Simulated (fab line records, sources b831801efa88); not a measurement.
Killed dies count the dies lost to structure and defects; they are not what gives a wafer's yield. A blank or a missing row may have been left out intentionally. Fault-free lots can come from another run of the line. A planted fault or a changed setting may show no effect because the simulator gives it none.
8D (eight disciplines) problem report, filled in by code :: flow sfq line :: the parts of the form that need people (team, actions taken, sign-off) are left out

== 1. THE PROBLEM ==
Wafers without a fault read 70.2 s, standard deviation 0.41; run length s at SFQ_TRILAYER_L0_VIA_BARC_OPEN_VIA_ETCH_021 reads a mean of 80.0 s on 2 wafers belonging to 2 lots. That is +24 standard deviations from the usual mean.
The step: etches BARC in O2, target depth 125 nm, time 41.7 s.
First seen on wafer L608.3, day 6 04:50, on rie diel-04. The record holds 42 wafers of 14 lots with a number at this step. Rule for "out", or "out of limits": more than 4 standard deviations from the usual mean. The rest of the wafers with a number are treated as sound.

== 2. WHAT IT IS, WHAT IT ISN'T ==
question: which readings at this step
is: run length s, oes product au
is not: drypump motor current A

question: which lots
is: L608, L609
is not: L605, L607, L610, L615, L618, L619, L620, L621, L622, L623, L625, L626

question: which wafers of those lots
is: L608.3, L609.2
is not: L608.1, L608.4, L609.1, L609.4

question: read on which tools
is: rie diel-04
is not: rie diel-01, rie diel-02

question: when
is: from day 6 04:50
is not: up to then (8 sound wafers); but 32 sound wafers of L609, L610, L615, L618, L619, L620, L621, L622, L623, L625, L626 came after

== 3. THE SUSPECTS, EACH WITH WHAT RULES IT OUT ==
Counting: any tool at a process step up to the reading remains a suspect provided it ran every lot that is out. Sound lots after the first of them don't rule it out here, since some wafers of a struck lot are sound.
- rie diel-04 at SFQ_TRILAYER_L0_VIA_BARC_OPEN_VIA_ETCH_021 (etches BARC in O2, target depth 125 nm, time 41.7 s): kept. It processed each lot that is out (first: L608, day 6 04:50); up to then, its last sound lot is L607 (day 6 01:14). On those wafers its own readings are out: oes product au, run length s.
- Within rie diel-04 at SFQ_TRILAYER_L0_VIA_BARC_OPEN_VIA_ETCH_021: the wafers that are out ran in chamber 1; their sound lot-mates ran in chambers 0, 2, 3.
Remaining after the count: rie diel-04 at SFQ_TRILAYER_L0_VIA_BARC_OPEN_VIA_ETCH_021.

== 4. THE CAUSE (what the simulator had put in) ==
rie diel-04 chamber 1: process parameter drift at SFQ_TRILAYER_L0_VIA_BARC_OPEN_VIA_ETCH_021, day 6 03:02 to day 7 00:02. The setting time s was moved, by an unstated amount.
This tool alone remained once counting was done.

== 5. THE EFFECT CHAIN, in route order ==
Each row: a reading whose mean over the struck wafers that have a number lies more than 3 standard deviations from the usual. Only readings for which the record gives a usual standard deviation are gone through. hours: the time from each lot's start at the first step in this table that gives one to its start at this step, as a median over the lots. sigmas: the change in usual standard deviations.
hours: 0
step: SFQ_TRILAYER_L0_VIA_BARC_OPEN_VIA_ETCH_021
reading: oes product au
usual: 0.686 a.u.
on struck wafers: 0.628
change: -0.058
sigmas: -12

hours: 0
step: SFQ_TRILAYER_L0_VIA_BARC_OPEN_VIA_ETCH_021
reading: run length s
usual: 70.2 s
on struck wafers: 80.0
change: +9.8
sigmas: +24
It contains these process steps:
- SFQ_TRILAYER_L0_VIA_BARC_OPEN_VIA_ETCH_021: etches BARC in O2, target depth 125 nm, time 41.7 s.
Later measuring or inspecting steps at which every struck wafer that the step has a row for has a number for every such reading, and none has moved that far: SFQ_I4_BOW_MEAS_927.

== 6. HOW IT WOULD HAVE BEEN CAUGHT EARLIER ==
2 hours passed between the start of the fault at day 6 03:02 and the first reading out of limits in this record, taken at day 6 04:50.
